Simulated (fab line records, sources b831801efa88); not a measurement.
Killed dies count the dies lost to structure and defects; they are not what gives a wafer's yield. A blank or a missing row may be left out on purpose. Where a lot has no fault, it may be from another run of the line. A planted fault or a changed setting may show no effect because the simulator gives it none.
fab line records	flow sky130
[record] lots = 5	wafers = 15	lastDay = 50
route steps=708 shown SD_N@344 SD_P@359 RES_XHIGH@360 SALICIDE@361 LI_CONTACT@362
lots that met no fault: from a run of the same line without faults
startH: hours from the record's opening day to when the first of the lot's shown wafers began	waitH: time in hours since the lot's previous step	" unchanged from the row above	L1.1+2: a single row standing in for several wafers	- either no value or no given start	* or withheld: withheld	< > ~ a bound
route shown NAME@n: NAME is a module with steps in the file, n the number in the route of the first one	usual: mean/standard deviation of fault-free wafers	same: alike in all rows	chamber/n: place in a boat	sites: per-site readings	_std_site: the standard deviation of these	_edge_site: the outer-site mean with the inner-site mean subtracted	radiusMm: for every site, how far away it sits from the centre of the wafer	mask NAME#n: copy n	behind: the most recent tool/chamber to have shaped the wafer	hold: reason for holding the lot/hours on hold/outcome of the hold	device: the n, p or np transistor that did not switch	end of line: tests run on the same wafers once the route is complete	a step with no rows: only its recipe	killed: the dies lost at the first sort to structure and to defects; this is not the yield of the wafer	map: dies across one wafer; x = killed, . = not, _ = none there
set.NAME: the run value of the setting; set.NAME@STEP: its run value at that earlier step	model.NAME: the simulator's own value behind a step, which no gauge read
certain route steps with their lots: each step a table, each wafer a row
services: from which hour (startH, from the record's first day; less than 0 if before it) a tool's chamber was out of use, for how many hours, and why
[[steps]]
[step SKY_SD_N_COAT_02]
[recipe] resist = NOVOLAK	spinRpm = 3000	resistThkNm = 1140
lot.wafer	tool	chamber	startH	waitH
L074.1+2+3	lithoTrack-04	0	632.15	0.1
L075.1+3+4	lithoTrack-03	0	652.42	0.1
L083.1+2+6	lithoTrack-03	0	716.57	0.1
L094.1+5+6	lithoTrack-03	0	794.32	0.1
L095.1+2+3	lithoTrack-01	0	797.13	0.1
[step SKY_SD_N_SOFTBAKE_03]
[recipe] tempC = 90	timeS = 60	resist = NOVOLAK
lot.wafer	tool	chamber	startH	waitH
L074.1+2+3	lithoTrack-04	0	632.30	0.1
L075.1+3+4	lithoTrack-03	0	652.57	0.1
L083.1+2+6	lithoTrack-03	0	716.72	0.1
L094.1+5+6	lithoTrack-03	0	794.47	0.1
L095.1+2+3	lithoTrack-01	0	797.28	0.1
[step SKY_SD_N_EXPOSE_04]
[recipe] maskId = NSDM	na = 0.6	sourceShape = conventional	sigmaOuter = 0.6	polarization = unpolarized	targetCdNm = 380	doseMj = 141
[usual] stageVelMmS = 499.96/0.23
lot.wafer	tool	chamber	startH	waitH	mask	stageVelMmS
L074.1	ilineStepper-02	0	-	-	NSDM#0	500.05
L074.2	"	0	"	"	NSDM#0	500.01
L074.3	"	0	"	"	NSDM#0	500.03
L075.1	ilineStepper-02	0	-	-	NSDM#0	499.86
L075.3	"	0	"	"	NSDM#0	499.87
L075.4	"	0	"	"	NSDM#0	500.34
L083.1	ilineStepper-02	0	-	-	NSDM#0	499.87
L083.2	"	0	"	"	NSDM#0	499.77
L083.6	"	0	"	"	NSDM#0	499.85
L094.1	ilineStepper-02	0	-	-	NSDM#0	499.92
L094.5	"	0	"	"	NSDM#0	499.70
L094.6	"	0	"	"	NSDM#0	499.62
L095.1	ilineStepper-02	0	-	-	NSDM#0	500.05
L095.2	"	0	"	"	NSDM#0	499.97
L095.3	"	0	"	"	NSDM#0	499.80
[step SKY_SD_N_PEB_05]
[recipe] tempC = withheld	timeS = *	resist = NOVOLAK
lot.wafer	tool	chamber	startH	waitH
L074.1+2+3	lithoTrack-04	0	-	-
L075.1+3+4	lithoTrack-04	0	-	-
L083.1+2+6	lithoTrack-04	0	-	-
L094.1+5+6	lithoTrack-01	0	-	-
L095.1+2+3	lithoTrack-01	0	-	-
[step SKY_SD_N_DEVELOP_06]
[recipe] resist = NOVOLAK	developer = TMAH	developTimeS = 60	devTempC = 23
lot.wafer	tool	chamber	startH	waitH
L074.1+2+3	lithoTrack-04	0	646.60	0.1
L075.1+3+4	lithoTrack-04	0	666.10	0.1
L083.1+2+6	lithoTrack-04	0	729.95	0.1
L094.1+5+6	lithoTrack-01	0	807.03	0.1
L095.1+2+3	lithoTrack-01	0	810.43	0.1
[step SKY_SD_N_CD_MEAS_07]
[recipe] targetCdNm = 380
[usual] cdNm = 380.5/2.3
lot.wafer	tool	chamber	startH	waitH	cdNm
L074.1	cdSem-01	-	646.75	0.1	381.1
L074.2	"	-	"	"	381.7
L074.3	"	-	"	"	381.1
L075.1	cdSem-01	-	666.25	0.1	377.9
L075.3	"	-	"	"	378.5
L075.4	"	-	"	"	379.9
L083.1	cdSem-02	-	730.10	0.1	382.3
L083.2	"	-	"	"	382.0
L083.6	"	-	"	"	383.4
L094.1	cdSem-02	-	807.18	0.1	381.5
L094.5	"	-	"	"	381.5
L094.6	"	-	"	"	380.2
L095.1	cdSem-02	-	810.58	0.1	379.3
L095.2	"	-	"	"	378.9
L095.3	"	-	"	"	379.8
[step SKY_SD_N_OVL_MEAS_08]
[usual] SD_N_OVL = 0.6/1.4
lot.wafer	tool	chamber	startH	waitH	SD_N_OVL[nm]
L074.1	overlay-01	-	646.87	0.1	2.5
L074.2	"	-	"	"	3.4
L074.3	"	-	"	"	1.0
L075.1	overlay-01	-	666.37	0.1	2.1
L075.3	"	-	"	"	2.0
L075.4	"	-	"	"	2.6
L083.1	overlay-02	-	730.22	0.1	2.4
L083.2	"	-	"	"	1.5
L083.6	"	-	"	"	2.2
L094.1	overlay-02	-	807.31	0.1	-0.3
L094.5	"	-	"	"	0.0
L094.6	"	-	"	"	1.4
L095.1	overlay-02	-	810.70	0.1	-0.6
L095.2	"	-	"	"	-0.8
L095.3	"	-	"	"	0.4
[step SKY_SD_N_IMPLANT_09]
[recipe] species = As	energyKev = 50	doseCm2 = 4e+15	tiltDeg = 0
[usual] endStationPressureTorr = 1.3e-05/1.4e-06
lot.wafer	tool	chamber	startH	waitH	endStationPressureTorr
L074.1	implanter-04	0	646.91	0.0	1.37e-05
L074.2	"	0	"	"	1.39e-05
L074.3	"	0	"	"	1.39e-05
L075.1	implanter-02	0	666.41	0.0	1.12e-05
L075.3	"	0	"	"	1.19e-05
L075.4	"	0	"	"	1.15e-05
L083.1	implanter-01	0	730.26	0.0	1.19e-05
L083.2	"	0	"	"	1.11e-05
L083.6	"	0	"	"	1.23e-05
L094.1	implanter-04	0	807.34	0.0	1.45e-05
L094.5	"	0	"	"	1.54e-05
L094.6	"	0	"	"	1.5e-05
L095.1	implanter-01	0	810.74	0.0	1.26e-05
L095.2	"	0	"	"	1.1e-05
L095.3	"	0	"	"	1.17e-05
[step SKY_SD_N_IMPLANT_10]
[recipe] species = P	energyKev = 20	doseCm2 = 1e+14	tiltDeg = 0
[usual] endStationPressureTorr = 5.42e-06/3e-07
lot.wafer	tool	chamber	startH	waitH	endStationPressureTorr
L074.1	implanter-04	0	647.06	0.1	4.82e-06
L074.2	"	0	"	"	5.43e-06
L074.3	"	0	"	"	5.57e-06
L075.1	implanter-02	0	666.56	0.1	5.09e-06
L075.3	"	0	"	"	5.25e-06
L075.4	"	0	"	"	5.26e-06
L083.1	implanter-01	0	730.41	0.1	5.89e-06
L083.2	"	0	"	"	5.44e-06
L083.6	"	0	"	"	5.03e-06
L094.1	implanter-04	0	807.49	0.1	5.12e-06
L094.5	"	0	"	"	5.68e-06
L094.6	"	0	"	"	5.69e-06
L095.1	implanter-01	0	810.89	0.1	5.26e-06
L095.2	"	0	"	"	5.32e-06
L095.3	"	0	"	"	5.32e-06
[step SKY_SD_N_STRIP_11]
[recipe] chemistry = O2/N2	powerW = 1400	pressureMtorr = 1500	platenTempC = withheld	o2FlowSccm = 3000	n2FlowSccm = 300	overashFraction = 0.5
[usual] drypumpMotorCurrentA = 5.57/0.15	oesProductAu = 0.528/0.0048	stripTimeToEndpointS = 22.55/0.049
lot.wafer	tool	chamber	startH	waitH	drypumpMotorCurrentA	oesProductAu	rfHoursCounterH	stripTimeToEndpointS
L074.1	plasmaAsher-04	0	647.21	0.1	5.86	0.535	55	22.51
L074.2	"	1	"	"	5.34	0.525	55	22.57
L074.3	"	0	"	"	5.83	0.532	-	22.51
L075.1	plasmaAsher-04	1	666.71	0.1	5.36	0.521	58	22.50
L075.3	"	0	"	"	5.87	0.529	-	22.52
L075.4	"	1	"	"	5.36	0.526	-	22.56
L083.1	plasmaAsher-01	1	730.56	0.1	5.52	0.518	107	22.44
L083.2	"	0	"	"	5.59	0.525	107	22.53
L083.6	"	1	"	"	5.50	0.520	-	22.51
L094.1	plasmaAsher-03	0	807.64	0.1	5.54	0.529	36	22.54
L094.5	"	0	"	"	5.55	0.525	-	22.53
L094.6	"	1	"	"	5.57	0.530	-	22.55
L095.1	plasmaAsher-04	1	811.04	0.1	5.32	0.530	70	22.55
L095.2	"	0	"	"	5.87	0.519	70	22.56
L095.3	"	1	"	"	5.35	0.537	-	22.50
[step SKY_SD_N_TW_MEAS_12]
[usual] SD_N_TW = 3973/31
lot.wafer	tool	chamber	startH	waitH	SD_N_TW
L074.1	filmMetro-03	-	647.31	0.1	3979
L074.2	"	-	"	"	3960
L074.3	"	-	"	"	3977
L075.1	filmMetro-01	-	666.81	0.1	4019
L075.3	"	-	"	"	3987
L075.4	"	-	"	"	4019
L083.1	filmMetro-04	-	730.66	0.1	3910
L083.2	"	-	"	"	3908
L083.6	"	-	"	"	3932
L094.1	filmMetro-03	-	807.74	0.1	3965
L094.5	"	-	"	"	3954
L094.6	"	-	"	"	3970
L095.1	filmMetro-03	-	811.14	0.1	3957
L095.2	"	-	"	"	3968
L095.3	"	-	"	"	3974
[step SKY_SD_N_CLEAN_13]
[recipe] chemistry = SC1/SC2	mix = 1:4:20	tempC = 70	timeS = 150	dry = n2Spin
[usual] bathGuardTempC = 69.9/0.45	bathHeatDutyPct = 13.6/1.5
lot.wafer	tool	chamber	startH	waitH	bathGuardTempC	bathHeatDutyPct
L074.1	wetBench-02	1	647.37	0.1	69.7	14.8
L074.2	"	1	"	"	69.9	15.0
L074.3	"	1	"	"	69.6	14.9
L075.1	wetBench-03	0	666.87	0.1	70.4	12.6
L075.3	"	0	"	"	70.5	13.0
L075.4	"	0	"	"	70.4	14.6
L083.1	wetBench-02	3	730.72	0.1	69.9	11.1
L083.2	"	3	"	"	69.7	11.5
L083.6	"	3	"	"	69.4	11.9
L094.1	wetBench-02	3	807.83	0.1	70.0	11.7
L094.5	"	3	"	"	69.5	11.7
L094.6	"	3	"	"	69.3	12.1
L095.1	wetBench-02	0	811.20	0.1	70.3	12.1
L095.2	"	0	"	"	70.4	13.6
L095.3	"	0	"	"	70.4	13.2
[step SKY_SD_N_RTA_14]
[recipe] tempC = 1075	timeS = 2	idleTempC = 650	rampUpCPerS = 150	rampDownCPerS = 90	ambient = N2
[usual] lampPowerPct = 15.74/0.052	rampUpCPerS = 150.00/0.03	wafer_temp_C_max = 1078.0/1.2
lot.wafer	tool	chamber	startH	waitH	lampPowerPct	rampUpCPerS	wafer_temp_C_max
L074.1	rtpAnneal-01	0	647.42	0.0	15.73	150.01	1077.8
L074.2	"	0	"	"	15.79	150.01	1077.1
L074.3	"	0	"	"	15.71	150.03	1077.2
L075.1	rtpAnneal-01	0	666.92	0.0	15.76	150.05	1077.7
L075.3	"	0	"	"	15.84	150.01	1078.3
L075.4	"	0	"	"	15.79	150.02	1078.1
L083.1	rtpAnneal-02	0	730.77	0.0	15.77	149.99	1077.2
L083.2	"	0	"	"	15.71	150.00	1078.1
L083.6	"	0	"	"	15.67	150.03	1078.4
L094.1	rtpAnneal-01	0	807.93	0.0	15.79	149.98	1076.1
L094.5	"	0	"	"	15.84	149.97	1078.1
L094.6	"	0	"	"	15.73	149.95	1078.0
L095.1	rtpAnneal-02	0	811.30	0.0	15.75	150.02	1077.5
L095.2	"	0	"	"	15.66	150.02	1077.0
L095.3	"	0	"	"	15.74	150.05	1077.8
[step SKY_SD_N_RS_MEAS_16]
[recipe] thkMeasGauge = four-point-probe
[usual] SD_N_RS = 68.52/0.12
lot.wafer	tool	chamber	startH	waitH	SD_N_RS[ohm/sq]
L074.1	filmMetro-03	-	647.59	0.1	68.49
L074.2	"	-	"	"	68.32
L074.3	"	-	"	"	68.61
L075.1	filmMetro-04	-	667.10	0.1	68.66
L075.3	"	-	"	"	68.68
L075.4	"	-	"	"	68.54
L083.1	filmMetro-01	-	730.94	0.1	68.55
L083.2	"	-	"	"	68.73
L083.6	"	-	"	"	68.48
L094.1	filmMetro-04	-	808.10	0.1	68.57
L094.5	"	-	"	"	68.51
L094.6	"	-	"	"	68.57
L095.1	filmMetro-01	-	811.47	0.1	68.47
L095.2	"	-	"	"	68.68
L095.3	"	-	"	"	68.65
[step SKY_SD_N_RS_MEAS_17]
[recipe] thkMeasGauge = four-point-probe
[usual] SD_P_RS = 146.9/0.39
lot.wafer	tool	chamber	startH	waitH	SD_P_RS[ohm/sq]
L074.1	filmMetro-03	-	647.71	0.1	146.3
L074.2	"	-	"	"	146.0
L074.3	"	-	"	"	146.8
L075.1	filmMetro-04	-	667.22	0.1	147.3
L075.3	"	-	"	"	146.9
L075.4	"	-	"	"	147.4
L083.1	filmMetro-01	-	731.06	0.1	147.0
L083.2	"	-	"	"	147.3
L083.6	"	-	"	"	147.3
L094.1	filmMetro-04	-	808.22	0.1	147.1
L094.5	"	-	"	"	147.6
L094.6	"	-	"	"	147.1
L095.1	filmMetro-01	-	811.59	0.1	147.2
L095.2	"	-	"	"	147.2
L095.3	"	-	"	"	146.9
[step SKY_SD_N_RS_MEAS_18]
[recipe] thkMeasGauge = four-point-probe
[usual] RES_XHIGH_RS = 333.2/1.3
lot.wafer	tool	chamber	startH	waitH	RES_XHIGH_RS[ohm/sq]
L074.1	filmMetro-03	-	647.83	0.1	330.7
L074.2	"	-	"	"	332.5
L074.3	"	-	"	"	331.9
L075.1	filmMetro-04	-	667.34	0.1	333.1
L075.3	"	-	"	"	332.8
L075.4	"	-	"	"	333.0
L083.1	filmMetro-01	-	731.18	0.1	331.4
L083.2	"	-	"	"	332.0
L083.6	"	-	"	"	331.3
L094.1	filmMetro-04	-	808.34	0.1	334.6
L094.5	"	-	"	"	334.7
L094.6	"	-	"	"	334.5
L095.1	filmMetro-01	-	811.71	0.1	331.6
L095.2	"	-	"	"	331.5
L095.3	"	-	"	"	331.7
[step SKY_SALICIDE_CLEAN_00]
[recipe] chemistry = HF-last	timeS = 30	dilution = 100:1	dry = ipaMarangoni
lot.wafer	tool	chamber	startH	waitH
L074.1+2+3	wetBench-02	3	647.95	0.1
L075.1+3+4	wetBench-01	0	667.46	0.1
L083.1+2+6	wetBench-02	1	731.30	0.1
L094.1+5+6	wetBench-01	3	808.46	0.1
L095.1+2+3	wetBench-01	3	811.83	0.1
[step SKY_LI_CONTACT_HDPCVD_00]
[recipe] material = PSG	targetThkNm = 930	sigmaOpenFrac = 0.3	timeS = 155	tempC = 600	sih4FlowSccm = 60	pressureMtorr = 6
lot.wafer	tool	chamber	startH	waitH
L074.1+2+3	hdpcvd-02	2,0,1	647.97	0.0
L075.1+3+4	hdpcvd-01	0,2,0	667.47	0.0
L083.1+2+6	hdpcvd-02	1,2,0	731.32	0.0
L094.1+5+6	hdpcvd-01	2,1,0	808.48	0.0
L095.1+2+3	hdpcvd-01	1,2,0	811.85	0.0
[step SKY_LI_CONTACT_THK_MEAS_01]
[recipe] reads = PSG_of_LI_CONTACT_HDPCVD_00
[usual] LI_CONTACT_HDPCVD_THK = 931/8
lot.wafer	tool	chamber	startH	waitH	LI_CONTACT_HDPCVD_THK[nm]
L074.1	filmMetro-01	-	648.07	0.1	923
L074.2	"	-	"	"	924
L074.3	"	-	"	"	921
L075.1	filmMetro-01	-	667.58	0.1	935
L075.3	"	-	"	"	944
L075.4	"	-	"	"	951
L083.1	filmMetro-03	-	731.42	0.1	929
L083.2	"	-	"	"	930
L083.6	"	-	"	"	925
L094.1	filmMetro-04	-	808.59	0.1	930
L094.5	"	-	"	"	927
L094.6	"	-	"	"	941
L095.1	filmMetro-04	-	811.95	0.1	933
L095.2	"	-	"	"	927
L095.3	"	-	"	"	959
[step SKY_LI_CONTACT_CMP_02]
[recipe] material = PSG	downForcePsi = 4	platenRpm = 60	padVelocityMS = 0.94248
[usual] edgeZonePressureFrac = 1.000/0.0048	motorCurrentA = 12.1/0.82	timeToEndpointS = 33.2/2.5
lot.wafer	tool	chamber	startH	waitH	edgeZonePressureFrac	motorCurrentA	timeToEndpointS
L074.3	cmp-01	1	648.13	0.0	0.999	12.8	32.9
L074.1	"	2	"	"	1.007	12.1	34.1
L074.2	"	0	"	"	0.995	10.9	31.2
L075.1	cmp-01	3	667.64	0.1	0.999	12.5	37.4
L075.4	"	1	"	"	1.000	13.1	39.2
L075.3	"	2	"	"	0.993	11.5	38.4
L083.1	cmp-02	0	731.53	0.1	0.992	13.2	33.7
L083.2	"	2	"	"	0.998	11.4	29.0
L083.6	"	0	"	"	0.994	13.7	34.1
L094.1	cmp-01	1	808.65	0.1	0.999	12.3	31.6
L094.6	"	1	"	"	1.004	12.2	34.9
L094.5	"	2	"	"	1.002	12.0	31.5
L095.2	cmp-02	2	812.01	0.0	0.997	11.3	32.5
L095.1	"	3	"	"	1.003	13.2	31.4
L095.3	"	1	"	"	0.997	11.8	34.8
[[services]]
tool	chamber	startH	hours	kind
cmp-01	-	610.28	2.9	repair
cmp-01	-	626.21	0.4	repair
cmp-02	-	635.60	6.3	repair
cmp-02	-	636.05	1.3	repair
implanter-04	-	636.91	2.9	repair
hdpcvd-01	-	637.45	0.8	repair
hdpcvd-02	-	639.19	5.5	pm
implanter-02	-	647.10	3.8	pm
hdpcvd-01	-	650.75	15.0	pm
hdpcvd-01	-	651.74	1.0	repair
plasmaAsher-04	-	679.46	2.8	pm
cmp-01	-	680.20	9.4	repair
plasmaAsher-04	-	692.07	13.4	repair
cmp-01	-	694.92	2.7	repair
wetBench-01	-	700.18	1.9	pm
plasmaAsher-04	-	706.34	2.1	repair
implanter-01	-	723.79	2.1	pm
plasmaAsher-04	-	733.33	7.1	repair
cmp-01	-	744.00	4.0	pm
hdpcvd-01	-	756.67	1.5	repair
cmp-01	-	758.75	1.3	repair
hdpcvd-01	2	767.88	36.3	repair
ilineStepper-02	-	783.13	1.7	pm
wetBench-01	-	794.64	5.6	repair
[[key]]
fault none
